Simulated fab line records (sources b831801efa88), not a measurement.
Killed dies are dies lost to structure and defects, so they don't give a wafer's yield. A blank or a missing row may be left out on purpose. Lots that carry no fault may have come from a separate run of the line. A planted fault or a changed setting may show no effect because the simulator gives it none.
Problem report in the 8D (eight disciplines) form, filled by code    flow sky130    the parts of the form that need people (team, actions taken, sign-off) are left out

## 1. WHAT IS WRONG
Wafers free of any fault read 0.1269 ohm/sq (standard deviation 0.0014) for METAL2_ALCU_RS at SKY_METAL2_RS_MEAS_05, against a mean of 0.1747 ohm/sq on 6 wafers of 2 lots. Relative to the usual mean, that is a shift of +34 standard deviations.
The step: measures by four-point-probe.
Earliest sighting: wafer L787.1 on film_metro-03 at day 38 07:13. The record holds 27 wafers of 9 lots with a number at this step. By rule, "out" or "out of limits" means more than 4 standard deviations away from the usual mean. All remaining wafers that have a number are taken as sound.

## 2. WHAT IT IS; WHAT IT IS NOT
question                     is                            is not
which readings at this step  METAL2_ALCU_RS                -
which lots                   L787, L789                    L777, L779, L784, L785, L793, L795, L797
which wafers of those lots   all that have a number        -
read on which gauges         film_metro-02, film_metro-03  film_metro-04
when                         from day 38 07:13             up to then (12 sound wafers); but 9 sound wafers of L793, L795, L797 came after

## 3. THE SUSPECTS, EACH WITH WHAT RULES IT OUT
Counting: a tool at any process step up to the reading remains a suspect when it ran all the lots that are out and ran no sound lot after the first of those.
- the gauge at SKY_METAL2_RS_MEAS_05: ruled out. Those wafers that are out were read across 2 gauges (film_metro-02, film_metro-03).
- pvd_sputter-04 at SKY_METAL2_SPUTTER_02 (material AlCu, target thk 250 nm, time 13.3 s): kept. It processed each lot that is out, first L787 at day 38 07:08, and no sound lot thereafter; up to then, the last sound lot it processed was L785 at day 38 02:47.
- pvd_sputter-04 at SKY_METAL2_SPUTTER_03 (material Ti, target thk 5 nm, time 3.3 s): kept. It processed each lot that is out, first L787 at day 38 07:10, and no sound lot thereafter; up to then, the last sound lot it processed was L785 at day 38 02:48.
After counting, pvd_sputter-04 at SKY_METAL2_SPUTTER_02 and pvd_sputter-04 at SKY_METAL2_SPUTTER_03 remain.

## 4. THE CAUSE (what the simulator had put in)
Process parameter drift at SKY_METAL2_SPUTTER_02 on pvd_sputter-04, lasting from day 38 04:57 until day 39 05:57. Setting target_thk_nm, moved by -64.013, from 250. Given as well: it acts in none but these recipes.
Counting leaves 2 suspects; this tool is one of them.

## 5. SEQUENCE OF EFFECTS, ordered by route
One row per reading whose mean, taken over the struck wafers that have a number, lies over 3 standard deviations from the usual. Only readings for which the record gives a usual standard deviation are gone through. hours: the time from each lot's start at the first step in this table that gives one to its start at this step, as a median over the lots. sigmas: the change in usual standard deviations.
hours  step                      reading          usual          on struck wafers  change   sigmas
0      SKY_METAL2_RS_MEAS_05     METAL2_ALCU_RS   0.1269 ohm/sq  0.1747            +0.0478  +34
3      SKY_METAL2_THK_MEAS_06    METAL2_ALCU_THK  246.5 nm       182.2             -64.3    -22
25     SKY_METAL2_METAL_ETCH_19  oes_product_au   0.854 a.u.     0.790             -0.064   -11
It contains these process steps:
- SKY_METAL2_METAL_ETCH_19: etches the open film in Cl2/BCl3, stops on SiO2, target depth 360 nm, time 78 s.

## 6. WHAT WOULD HAVE CAUGHT IT SOONER
Counted from the fault's start at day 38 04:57, it took 2 hours until the first out-of-limits reading at a measuring or inspecting step in this record, taken at day 38 07:13.
No tool reading at SKY_METAL2_SPUTTER_02 that has a usual standard deviation in the record was out on any struck wafer, so an alarm limit of 4 standard deviations on those readings would not have fired.
L789, from the lots that are out (2), started SKY_METAL2_SPUTTER_02 on pvd_sputter-04 later than day 38 07:13. Had the tool been put on hold then, it would have been spared.
